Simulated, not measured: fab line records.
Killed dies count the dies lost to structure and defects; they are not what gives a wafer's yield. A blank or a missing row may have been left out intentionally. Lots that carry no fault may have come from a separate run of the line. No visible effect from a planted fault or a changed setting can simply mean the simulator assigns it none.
fab line records	flow gf180mcu
[record] lots = 5	wafers = 15	last-day = 34
route steps=602 shown DUAL_GATE@142 POLY_GATE@157
lots that met no fault: from a run of the same line without faults
start-h: the number of hours between the record's first day and the start of the first shown wafer of the lot	wait-h: how many hours have passed since the lot's step before this one	" unchanged from the row above	L1.1+2: several wafers, shown together as one row	- value missing, or start not given	* or withheld: withheld	< > ~ a bound
route shown NAME@n: names a module that has steps shown in the file, with the first one's number in the route	usual: mean/standard deviation taken from wafers without a fault	same: alike in all rows	chamber/n: place in a boat	sites: readings site by site	_std_site: how widely they spread, as a standard deviation	_edge_site: inner sites' mean taken away from outer sites' mean	radius-mm: for every site, how far away it sits from the centre of the wafer	mask NAME#n: copy n	behind: the last tool/chamber to shape the wafer	hold: cause of the lot's hold/its duration in hours/its outcome	device: whichever transistor did not switch (one of n, p or np)	end of line: the tests these same wafers got at the end of their route	a step with no rows: only its recipe	killed: dies that structure and defects cost at the first sort, which is not the same as the wafer's yield	map: a wafer's dies, x killed, . not, _ none there
set.NAME: the setting that was run; set.NAME@STEP: the one run at that earlier step	model.NAME: the simulator's own value behind a step, which no gauge read
lots seen at some steps along the route; tables by step, rows by wafer
services: the hour from which a tool's chamber was out of use, counted from the record's first day as start-h (under 0 if before that day), plus the number of hours and why
[[steps]]
[step GF_DUAL_GATE_CLEAN_01]
[recipe] chemistry = dHF	time-s = 20	dilution = 100:1	dry = ipa-marangoni
lot.wafer	tool	chamber	start-h	wait-h
L077.3+4+5	wet-bench-04	0	179.78	0.0
L085.2+3+4	wet-bench-02	0	228.33	0.0
L087.1+2+6	wet-bench-02	1	250.33	0.0
L088.3+4+5	wet-bench-01	0	263.19	0.0
L096.3+4+6	wet-bench-02	0	304.65	0.0
[step GF_DUAL_GATE_OXIDATION_02]
[recipe] temp-c = 900	ambient = O2	stabilise-s = 600	purge-s = 300	target-thk-a = 108.87	ox-time-s = 1602
[usual] tube-center-temp-C = 900.01/0.085
lot.wafer	tool	chamber	start-h	wait-h	tube-center-temp-C
L077.3	furnace-01	0	181.00	1.2	900.03
L077.4	"	0	"	"	900.06
L077.5	"	0	"	"	900.05
L085.2	furnace-01	0	229.02	0.7	899.96
L085.3	"	0	"	"	900.15
L085.4	"	0	"	"	899.9
L087.1	furnace-02	0	250.45	0.1	899.97
L087.2	"	0	"	"	899.88
L087.6	"	0	"	"	900.16
L088.3	furnace-02	0	263.20	0.0	900.08
L088.4	"	0	"	"	899.85
L088.5	"	0	"	"	900.13
L096.3	furnace-01	0	304.66	0.0	900.17
L096.4	"	0	"	"	899.95
L096.6	"	0	"	"	900.04
[step GF_DUAL_GATE_THK_MEAS_03]
[recipe] reads = SiO2_of_DUAL_GATE_OXIDATION_02
[usual] DUAL_GATE_OXIDATION_00_THK = 10.86/0.18
lot.wafer	tool	chamber	start-h	wait-h	DUAL_GATE_OXIDATION_00_THK[nm]
L077.3	film-metro-02	-	182.47	0.0	10.93
L077.4	"	-	"	"	10.75
L077.5	"	-	"	"	10.83
L085.2	film-metro-02	-	230.47	0.0	10.65
L085.3	"	-	"	"	10.73
L085.4	"	-	"	"	10.78
L087.1	film-metro-02	-	251.90	0.0	11.08
L087.2	"	-	"	"	11.11
L087.6	"	-	"	"	11.14
L088.3	film-metro-03	-	264.66	0.0	10.92
L088.4	"	-	"	"	10.83
L088.5	"	-	"	"	10.97
L096.3	film-metro-03	-	306.13	0.0	11.44
L096.4	"	-	"	"	11.17
L096.6	"	-	"	"	11.20
[step GF_DUAL_GATE_DEHYDRATE_04]
[recipe] temp-c = 200	time-s = 60
lot.wafer	tool	chamber	start-h	wait-h
L077.3+4+5	litho-track-03	0	190.32	7.8
L085.2+3+4	litho-track-03	0	239.09	8.6
L087.1+2+6	litho-track-03	0	260.57	8.7
L088.3+4+5	litho-track-01	0	273.99	9.3
L096.3+4+6	litho-track-01	0	315.74	9.6
[step GF_DUAL_GATE_HMDS_05]
[recipe] prime-time-s = 60	prime-temp-c = 120
lot.wafer	tool	chamber	start-h	wait-h
L077.3+4+5	litho-track-03	0	190.47	0.1
L085.2+3+4	litho-track-03	0	239.24	0.1
L087.1+2+6	litho-track-03	0	260.72	0.1
L088.3+4+5	litho-track-01	0	274.14	0.1
L096.3+4+6	litho-track-01	0	315.89	0.1
[step GF_DUAL_GATE_COAT_06]
[recipe] resist = NOVOLAK	spin-rpm = 3000	resist-thk-nm = 1000
lot.wafer	tool	chamber	start-h	wait-h
L077.3+4+5	litho-track-03	0	190.62	0.1
L085.2+3+4	litho-track-03	0	239.39	0.1
L087.1+2+6	litho-track-03	0	260.87	0.1
L088.3+4+5	litho-track-01	0	274.29	0.1
L096.3+4+6	litho-track-01	0	316.04	0.1
[step GF_DUAL_GATE_SOFTBAKE_07]
[recipe] temp-c = 90	time-s = 60	resist = NOVOLAK
lot.wafer	tool	chamber	start-h	wait-h
L077.3+4+5	litho-track-03	0	190.77	0.1
L085.2+3+4	litho-track-03	0	239.54	0.1
L087.1+2+6	litho-track-03	0	261.02	0.1
L088.3+4+5	litho-track-01	0	274.44	0.1
L096.3+4+6	litho-track-01	0	316.19	0.1
[step GF_DUAL_GATE_EXPOSE_08]
[recipe] mask-id = Dualgate	target-cd-nm = 700	na = 0.6	source-shape = conventional	sigma-outer = 0.6	dose-mj = 140
[usual] exposure-dose-mJ-cm2 = 140.00/0.14
lot.wafer	tool	chamber	start-h	wait-h	mask	exposure-dose-mJ-cm2
L077.3	iline-stepper-01	0	-	-	Dualgate#0	140.08
L077.4	"	0	"	"	Dualgate#0	140.16
L077.5	"	0	"	"	Dualgate#0	140.12
L085.2	iline-stepper-02	0	-	-	Dualgate#0	140.13
L085.3	"	0	"	"	Dualgate#0	140.01
L085.4	"	0	"	"	Dualgate#0	140.04
L087.1	iline-stepper-01	0	-	-	Dualgate#0	140.09
L087.2	"	0	"	"	Dualgate#0	139.75
L087.6	"	0	"	"	Dualgate#0	139.93
L088.3	iline-stepper-01	0	-	-	Dualgate#0	140.16
L088.4	"	0	"	"	Dualgate#0	140.14
L088.5	"	0	"	"	Dualgate#0	139.99
L096.3	iline-stepper-02	0	-	-	Dualgate#0	139.89
L096.4	"	0	"	"	Dualgate#0	139.81
L096.6	"	0	"	"	Dualgate#0	139.88
[step GF_DUAL_GATE_PEB_09]
[recipe] temp-c = withheld	time-s = *	resist = NOVOLAK
lot.wafer	tool	chamber	start-h	wait-h
L077.3+4+5	litho-track-04	0	-	-
L085.2+3+4	litho-track-03	0	-	-
L087.1+2+6	litho-track-04	0	-	-
L088.3+4+5	litho-track-01	0	-	-
L096.3+4+6	litho-track-04	0	-	-
[step GF_DUAL_GATE_DEVELOP_10]
[recipe] develop-time-s = 60	dev-temp-c = 23
[usual] developer-temp-C = 23.00/0.12
lot.wafer	tool	chamber	start-h	wait-h	developer-temp-C
L077.3	litho-track-04	0	198.62	0.1	23.22
L077.4	"	0	"	"	22.99
L077.5	"	0	"	"	23.15
L085.2	litho-track-03	0	248.49	0.1	23.03
L085.3	"	0	"	"	23.08
L085.4	"	0	"	"	23.03
L087.1	litho-track-04	0	270.67	0.1	23.28
L087.2	"	0	"	"	22.85
L087.6	"	0	"	"	23.11
L088.3	litho-track-01	0	283.79	0.1	22.94
L088.4	"	0	"	"	22.94
L088.5	"	0	"	"	23.11
L096.3	litho-track-04	0	325.67	0.1	22.91
L096.4	"	0	"	"	22.83
L096.6	"	0	"	"	22.84
[step GF_DUAL_GATE_OVL_MEAS_11]
[usual] DUAL_GATE_OVL = 0.1/1.3
lot.wafer	tool	chamber	start-h	wait-h	DUAL_GATE_OVL[nm]
L077.3	overlay-02	-	198.74	0.1	1.0
L077.4	"	-	"	"	1.5
L077.5	"	-	"	"	1.2
L085.2	overlay-02	-	248.62	0.1	-0.4
L085.3	"	-	"	"	-1.7
L085.4	"	-	"	"	-1.3
L087.1	overlay-02	-	270.82	0.1	1.0
L087.2	"	-	"	"	0.9
L087.6	"	-	"	"	1.7
L088.3	overlay-02	-	283.90	0.1	-0.5
L088.4	"	-	"	"	1.3
L088.5	"	-	"	"	1.2
L096.3	overlay-02	-	325.78	0.1	0.2
L096.4	"	-	"	"	-3.1
L096.6	"	-	"	"	-0.9
[step GF_DUAL_GATE_WET_ETCH_12]
[recipe] chemistry = dHF	target-depth-nm = 13	dry = n2-spin	target = SiO2	temp-c = 24.03	dilution = 100:1	time-s = 260
[usual] temp-c = 24.03/0.1
lot.wafer	tool	chamber	start-h	wait-h	temp-c
L077.3	wet-bench-04	3	198.76	0.0	24.01
L077.4	"	3	"	"	23.95
L077.5	"	3	"	"	24.14
L085.2	wet-bench-02	3	248.65	0.0	23.87
L085.3	"	3	"	"	24.06
L085.4	"	3	"	"	23.96
L087.1	wet-bench-02	3	270.86	0.0	24.06
L087.2	"	3	"	"	24.18
L087.6	"	3	"	"	24.11
L088.3	wet-bench-02	1	283.92	0.0	24.10
L088.4	"	1	"	"	24.02
L088.5	"	1	"	"	24.00
L096.3	wet-bench-04	2	325.81	0.0	24.02
L096.4	"	2	"	"	23.97
L096.6	"	2	"	"	24.07
[step GF_DUAL_GATE_STRIP_13]
[recipe] chemistry = O2/N2	power-w = 1400	pressure-mtorr = 1500	platen-temp-c = 250	o2-flow-sccm = 3000	n2-flow-sccm = 300	overash-fraction = 0.5
[usual] drypump-motor-current-A = 5.76/0.29	heater-power-w = 317/37	o2-flow-sccm = 3000/8.4	oes-product-au = 0.716/0.004	strip-time-to-endpoint-s = 12.65/0.039
lot.wafer	tool	chamber	start-h	wait-h	drypump-motor-current-A	heater-power-w	o2-flow-sccm	oes-product-au	rf-hours-counter-h	strip-time-to-endpoint-s
L077.3	plasma-asher-02	1	198.87	0.0	6.13	301	2989	0.716	-	12.69
L077.4	"	0	"	"	5.59	359	3006	0.712	-	12.64
L077.5	"	1	"	"	6.10	291	3001	0.716	-	12.68
L085.2	plasma-asher-03	0	248.74	0.0	6.06	333	2996	0.724	53	12.65
L085.3	"	0	"	"	6.07	336	3014	0.713	-	12.69
L085.4	"	1	"	"	5.37	247	2996	0.715	-	12.66
L087.1	plasma-asher-03	0	270.94	0.0	6.07	336	3004	0.716	56	12.66
L087.2	"	1	"	"	5.33	247	3005	0.717	56	12.67
L087.6	"	0	"	"	6.06	333	3014	0.709	-	12.68
L088.3	plasma-asher-04	0	284.04	0.0	5.49	334	3002	0.716	-	12.69
L088.4	"	1	"	"	5.79	321	3001	0.724	-	12.70
L088.5	"	0	"	"	5.49	341	2995	0.713	-	12.67
L096.3	plasma-asher-02	0	325.92	0.0	5.58	354	3000	0.716	-	12.69
L096.4	"	1	"	"	6.10	299	2996	0.718	-	12.63
L096.6	"	0	"	"	5.60	354	2992	0.713	-	12.67
[step GF_DUAL_GATE_CLEAN_14]
[recipe] chemistry = SC1/SC2	mix = 1:4:20	temp-c = 70	time-s = 150	dry = n2-spin
[usual] temp-c = 70.00/0.12
lot.wafer	tool	chamber	start-h	wait-h	temp-c
L077.3	wet-bench-01	2	198.94	0.0	69.92
L077.4	"	2	"	"	69.99
L077.5	"	2	"	"	69.84
L085.2	wet-bench-02	2	248.84	0.1	70.09
L085.3	"	2	"	"	69.89
L085.4	"	2	"	"	69.89
L087.1	wet-bench-01	1	271.04	0.1	70.00
L087.2	"	1	"	"	69.74
L087.6	"	1	"	"	69.91
L088.3	wet-bench-01	2	284.10	0.0	70.07
L088.4	"	2	"	"	70.09
L088.5	"	2	"	"	70.04
L096.3	wet-bench-04	3	325.99	0.0	70.00
L096.4	"	3	"	"	70.22
L096.6	"	3	"	"	70.01
[step GF_DUAL_GATE_OXIDATION_15]
[recipe] temp-c = 850	ambient = O2	stabilise-s = 600	purge-s = 300	target-thk-a = 70.98	ox-time-s = 1995
[usual] tube-center-temp-C = 850/0.076
lot.wafer	tool	chamber	start-h	wait-h	tube-center-temp-C
L077.3	furnace-01	0	199.00	0.0	850.04
L077.4	"	0	"	"	849.89
L077.5	"	0	"	"	850.06
L085.2	furnace-02	0	248.90	0.0	849.98
L085.3	"	0	"	"	850
L085.4	"	0	"	"	850.05
L087.1	furnace-01	0	272.27	1.2	849.98
L087.2	"	0	"	"	850.04
L087.6	"	0	"	"	850
L088.3	furnace-01	0	284.15	0.0	850.09
L088.4	"	0	"	"	850.1
L088.5	"	0	"	"	850.02
L096.3	furnace-01	0	326.53	0.5	850.15
L096.4	"	0	"	"	849.97
L096.6	"	0	"	"	850.06
[step GF_POLY_GATE_CVD_00]
[recipe] material = poly-Si	target-thk-nm = 200	temp-c = 620	time-s = 1200	pressure-mtorr = 200
lot.wafer	tool	chamber	start-h	wait-h
L077.3+4+5	lpcvd-01	0	200.55	0.0
L085.2+3+4	lpcvd-01	0	250.45	0.0
L087.1+2+6	lpcvd-01	1	273.82	0.0
L088.3+4+5	lpcvd-02	0	285.71	0.0
L096.3+4+6	lpcvd-02	1	328.08	0.0
[step GF_POLY_GATE_THK_MEAS_01]
[recipe] reads = poly-Si_of_POLY_GATE_CVD_00
[usual] POLY_GATE_CVD_00_THK = 201.0/1.6
lot.wafer	tool	chamber	start-h	wait-h	POLY_GATE_CVD_00_THK[nm]
L077.3	film-metro-02	-	201.90	0.0	201.5
L077.4	"	-	"	"	200.9
L077.5	"	-	"	"	200.3
L085.2	film-metro-01	-	251.79	0.0	204.0
L085.3	"	-	"	"	202.9
L085.4	"	-	"	"	202.6
L087.1	film-metro-02	-	275.16	0.0	202.7
L087.2	"	-	"	"	204.8
L087.6	"	-	"	"	203.3
L088.3	film-metro-01	-	287.06	0.0	198.7
L088.4	"	-	"	"	199.6
L088.5	"	-	"	"	199.4
L096.3	film-metro-04	-	329.43	0.0	201.0
L096.4	"	-	"	"	200.1
L096.6	"	-	"	"	200.6
[step GF_POLY_GATE_DEHYDRATE_02]
[recipe] temp-c = 200	time-s = 60
lot.wafer	tool	chamber	start-h	wait-h
L077.3+4+5	litho-track-01	0	210.04	8.1
L085.2+3+4	litho-track-01	0	260.36	8.6
L087.1+2+6	litho-track-01	0	283.89	8.7
L088.3+4+5	litho-track-01	0	296.64	9.6
L096.3+4+6	litho-track-02	0	339.58	10.1
[step GF_POLY_GATE_HMDS_03]
[recipe] prime-time-s = 60	prime-temp-c = 120
lot.wafer	tool	chamber	start-h	wait-h
L077.3+4+5	litho-track-01	0	210.19	0.1
L085.2+3+4	litho-track-01	0	260.51	0.1
L087.1+2+6	litho-track-01	0	284.04	0.1
L088.3+4+5	litho-track-01	0	296.79	0.1
L096.3+4+6	litho-track-02	0	339.73	0.1
[step GF_POLY_GATE_COAT_04]
[recipe] resist = BARC	temp-c = withheld	time-s = withheld	spin-rpm = withheld	resist-thk-nm = withheld
lot.wafer	tool	chamber	start-h	wait-h
L077.3+4+5	litho-track-01	0	210.34	0.1
L085.2+3+4	litho-track-01	0	260.66	0.1
L087.1+2+6	litho-track-01	0	284.19	0.1
L088.3+4+5	litho-track-01	0	296.94	0.1
L096.3+4+6	litho-track-02	0	339.88	0.1
[step GF_POLY_GATE_COAT_05]
[recipe] resist = KrF	spin-rpm = withheld	resist-thk-nm = 700
lot.wafer	tool	chamber	start-h	wait-h
L077.3+4+5	litho-track-01	0	-	-
L085.2+3+4	litho-track-01	0	-	-
L087.1+2+6	litho-track-01	0	-	-
L088.3+4+5	litho-track-01	0	-	-
L096.3+4+6	litho-track-02	0	-	-
[step GF_POLY_GATE_SOFTBAKE_06]
[recipe] temp-c = 130	time-s = 60	resist = KrF
lot.wafer	tool	chamber	start-h	wait-h
L077.3+4+5	litho-track-01	0	-	-
L085.2+3+4	litho-track-01	0	-	-
L087.1+2+6	litho-track-01	0	-	-
L088.3+4+5	litho-track-01	0	-	-
L096.3+4+6	litho-track-02	0	-	-
[step GF_POLY_GATE_EXPOSE_07]
[recipe] mask-id = Poly2	target-cd-nm = 280	na = 0.68	source-shape = conventional	sigma-outer = 0.6	dose-mj = 28
[usual] exposure-dose-mJ-cm2 = 27.990/0.026
lot.wafer	tool	chamber	start-h	wait-h	mask	exposure-dose-mJ-cm2
L077.3	krf-scanner-01	0	-	-	Poly2#0	27.992
L077.4	"	0	"	"	Poly2#0	27.978
L077.5	"	0	"	"	Poly2#0	27.993
L085.2	krf-scanner-01	0	-	-	Poly2#0	28.022
L085.3	"	0	"	"	Poly2#0	27.963
L085.4	"	0	"	"	Poly2#0	27.975
L087.1	krf-scanner-02	0	-	-	Poly2#0	27.997
L087.2	"	0	"	"	Poly2#0	28.022
L087.6	"	0	"	"	Poly2#0	27.965
L088.3	krf-scanner-01	0	-	-	Poly2#0	27.952
L088.4	"	0	"	"	Poly2#0	27.955
L088.5	"	0	"	"	Poly2#0	27.991
L096.3	krf-scanner-01	0	-	-	Poly2#0	27.986
L096.4	"	0	"	"	Poly2#0	27.957
L096.6	"	0	"	"	Poly2#0	28.015
[step GF_POLY_GATE_PEB_08]
[recipe] peb-temp-c = 135	peb-time-s = 90	resist = KrF
lot.wafer	tool	chamber	start-h	wait-h
L077.3+4+5	litho-track-01	0	-	-
L085.2+3+4	litho-track-01	0	-	-
L087.1+2+6	litho-track-04	0	-	-
L088.3+4+5	litho-track-02	0	-	-
L096.3+4+6	litho-track-04	0	-	-
[step GF_POLY_GATE_DEVELOP_09]
[recipe] develop-time-s = 60	resist = KrF	dev-temp-c = 21
[usual] developer-temp-C = 21.01/0.099
lot.wafer	tool	chamber	start-h	wait-h	developer-temp-C
L077.3	litho-track-01	0	219.24	0.1	21.03
L077.4	"	0	"	"	20.82
L077.5	"	0	"	"	20.90
L085.2	litho-track-01	0	270.71	0.2	20.92
L085.3	"	0	"	"	21.00
L085.4	"	0	"	"	20.84
L087.1	litho-track-04	0	294.67	0.2	21.07
L087.2	"	0	"	"	21.12
L087.6	"	0	"	"	21.06
L088.3	litho-track-02	0	306.98	0.1	21.13
L088.4	"	0	"	"	20.95
L088.5	"	0	"	"	21.06
L096.3	litho-track-04	0	351.37	0.1	21.07
L096.4	"	0	"	"	21.07
L096.6	"	0	"	"	21.04
[step GF_POLY_GATE_CD_MEAS_10]
[recipe] target-cd-nm = 280
[usual] cd-nm = 279.5/1.3
lot.wafer	tool	chamber	start-h	wait-h	cd-nm
L077.3	cd-sem-02	-	219.38	0.1	280.0
L077.4	"	-	"	"	278.5
L077.5	"	-	"	"	278.7
L085.2	cd-sem-01	-	270.86	0.1	279.2
L085.3	"	-	"	"	279.6
L085.4	"	-	"	"	280.0
L087.1	cd-sem-01	-	294.82	0.1	277.4
L087.2	"	-	"	"	276.9
L087.6	"	-	"	"	277.1
L088.3	cd-sem-02	-	307.12	0.1	277.2
L088.4	"	-	"	"	278.6
L088.5	"	-	"	"	278.0
L096.3	cd-sem-01	-	351.51	0.1	277.3
L096.4	"	-	"	"	278.2
L096.6	"	-	"	"	278.2
[step GF_POLY_GATE_OVL_MEAS_11]
[usual] POLY_GATE_OVL = -4/4.8
lot.wafer	tool	chamber	start-h	wait-h	POLY_GATE_OVL[nm]
L077.3	overlay-01	-	219.47	0.1	-8
L077.4	"	-	"	"	-1
L077.5	"	-	"	"	-1
L085.2	overlay-01	-	270.96	0.1	2
L085.3	"	-	"	"	-7
L085.4	"	-	"	"	-6
L087.1	overlay-02	-	294.94	0.1	-9
L087.2	"	-	"	"	-9
L087.6	"	-	"	"	0
L088.3	overlay-01	-	307.21	0.1	-3
L088.4	"	-	"	"	-5
L088.5	"	-	"	"	-2
L096.3	overlay-02	-	351.60	0.1	7
L096.4	"	-	"	"	-1
L096.6	"	-	"	"	2
[step GF_POLY_GATE_ETCH_12]
[recipe] chemistry = N2/H2	target-depth-a = withheld	overetch-a = withheld	time-s = withheld	target = BARC	ion-energy-ev = 200	source-w = 500	bias-w = 100	pressure-mtorr = 30	n2-flow-sccm = 100	h2-flow-sccm = 200
[usual] bias-w = 100.0/0.32	drypump-motor-current-A = 5.6/0.34	oes-product-au = 0.736/0.0052	throttle-valve-pct = 13.214/0.0094
lot.wafer	tool	chamber	start-h	wait-h	bias-w	drypump-motor-current-A	oes-product-au	throttle-valve-pct
L077.3	rie-diel-03	1	219.49	0.0	99.9	6.0	0.734	13.203
L077.4	"	3	"	"	100.0	5.8	0.749	13.202
L077.5	"	3	"	"	100.3	5.8	0.738	13.213
L085.2	rie-diel-03	3	270.99	0.0	99.9	5.8	0.738	13.212
L085.3	"	2	"	"	100.4	6.1	0.739	13.220
L085.4	"	0	"	"	99.8	5.1	0.739	13.210
L087.1	rie-diel-02	3	294.98	0.0	99.4	5.6	0.734	13.207
L087.2	"	2	"	"	100.2	5.0	0.737	13.224
L087.6	"	3	"	"	99.8	5.6	0.732	13.217
L088.3	rie-diel-02	2	307.24	0.0	100.5	5.0	0.736	13.217
L088.4	"	3	"	"	100.4	5.6	0.740	13.226
L088.5	"	2	"	"	99.9	5.0	0.728	13.198
L096.3	rie-diel-02	2	351.63	0.0	100.4	5.0	0.727	13.218
L096.4	"	1	"	"	100.3	5.8	0.731	13.215
L096.6	"	2	"	"	100.2	5.0	0.726	13.209
[step GF_POLY_GATE_ETCH_13]
[recipe] target = poly-Si	target-depth-nm = 198.5	stop-on = SiO2	over-etch-frac = 0.403	chemistry = HBr/Cl2	icp-w = 400	bias-w = 100	pressure-mtorr = 10	HBr_flow_sccm = 150	Cl2_flow_sccm = 50	time-s = 69.6
[usual] bias-w = 100.0/0.32	drypump-motor-current-A = 5.7/0.3	oes-product-au = 0.990/0.009	throttle-valve-pct = 33.683/0.0092
lot.wafer	tool	chamber	start-h	wait-h	bias-w	drypump-motor-current-A	oes-product-au	rf-hours-counter-h	throttle-valve-pct
L077.3	rie-si-01	3	219.54	-	100.2	5.5	0.996	1	33.674
L077.4	"	2	"	"	99.7	5.3	0.986	49	33.685
L077.5	"	3	"	"	100.2	5.5	0.989	-	33.682
L085.2	rie-si-01	0	271.04	-	99.5	5.7	0.999	0	33.696
L085.3	"	3	"	"	100.2	5.5	0.987	2	33.696
L085.4	"	2	"	"	99.8	5.4	0.977	50	33.676
L087.1	rie-si-01	1	295.03	-	99.4	6.2	1.002	0	33.685
L087.2	"	0	"	"	99.9	5.7	1.009	0	33.692
L087.6	"	2	"	"	100.2	5.4	0.973	-	33.697
L088.3	rie-si-02	1	307.29	-	99.5	5.4	0.995	18	33.679
L088.4	"	2	"	"	100.5	6.0	1.000	55	33.688
L088.5	"	2	"	"	100.3	6.1	0.985	-	33.685
L096.3	rie-si-01	0	351.68	-	99.4	5.7	0.992	1	33.686
L096.4	"	0	"	"	99.7	5.7	0.986	-	33.685
L096.6	"	2	"	"	100.0	5.4	0.978	-	33.703
[step GF_POLY_GATE_STRIP_14]
[recipe] chemistry = O2/N2	power-w = 1400	pressure-mtorr = 1500	platen-temp-c = 250	o2-flow-sccm = 3000	n2-flow-sccm = 300	overash-fraction = 0.5
[usual] drypump-motor-current-A = 5.5/0.38	heater-power-w = 313/31	o2-flow-sccm = 2997/9.9	oes-product-au = 0.506/0.0047
lot.wafer	tool	chamber	start-h	wait-h	drypump-motor-current-A	heater-power-w	o2-flow-sccm	oes-product-au	rf-hours-counter-h
L077.3	plasma-asher-03	0	219.63	0.1	6.1	328	2998	0.502	-
L077.4	"	1	"	"	5.3	250	3014	0.503	-
L077.5	"	1	"	"	5.3	249	2990	0.509	-
L085.2	plasma-asher-01	0	271.10	0.0	5.4	296	2991	0.508	50
L085.3	"	0	"	"	5.4	299	2979	0.506	-
L085.4	"	1	"	"	4.8	328	2993	0.507	-
L087.1	plasma-asher-03	0	295.09	0.0	6.1	329	2994	0.502	58
L087.2	"	1	"	"	5.4	244	3013	0.508	58
L087.6	"	1	"	"	5.4	249	3011	0.509	-
L088.3	plasma-asher-01	1	307.38	0.1	4.8	322	2989	0.505	-
L088.4	"	0	"	"	5.4	299	3004	0.501	-
L088.5	"	1	"	"	4.8	328	2992	0.501	-
L096.3	plasma-asher-04	0	351.77	0.1	5.5	336	3003	0.508	-
L096.4	"	1	"	"	5.8	325	2978	0.499	-
L096.6	"	1	"	"	5.8	320	2987	0.506	-
[[services]]
tool	chamber	start-h	hours	kind
krf-scanner-01	-	177.31	0.8	pm
furnace-02	-	185.85	4.1	pm
furnace-02	-	189.95	3.4	pm
lpcvd-01	-	194.19	6.0	pm
krf-scanner-01	-	196.51	0.2	repair
wet-bench-04	-	224.41	2.9	repair
iline-stepper-01	-	229.11	1.7	pm
furnace-01	-	232.20	4.5	pm
wet-bench-04	-	233.14	0.5	repair
krf-scanner-01	-	238.41	1.3	pm
rie-diel-02	3	246.97	5.4	repair
wet-bench-04	-	247.51	1.9	pm
krf-scanner-01	-	251.47	1.0	pm
rie-diel-02	-	257.64	0.4	repair
rie-si-01	0	300.65	4.8	repair
plasma-asher-03	-	304.36	14.1	repair
rie-diel-02	1	304.94	14.2	repair
krf-scanner-01	-	317.69	0.4	repair
plasma-asher-03	-	329.31	12.5	repair
krf-scanner-01	-	345.81	0.8	pm
rie-si-01	1	346.31	1.0	repair
furnace-01	-	346.96	3.2	pm
plasma-asher-03	-	349.16	9.0	repair
rie-si-01	1	350.67	5.2	repair
[[key]]
fault none
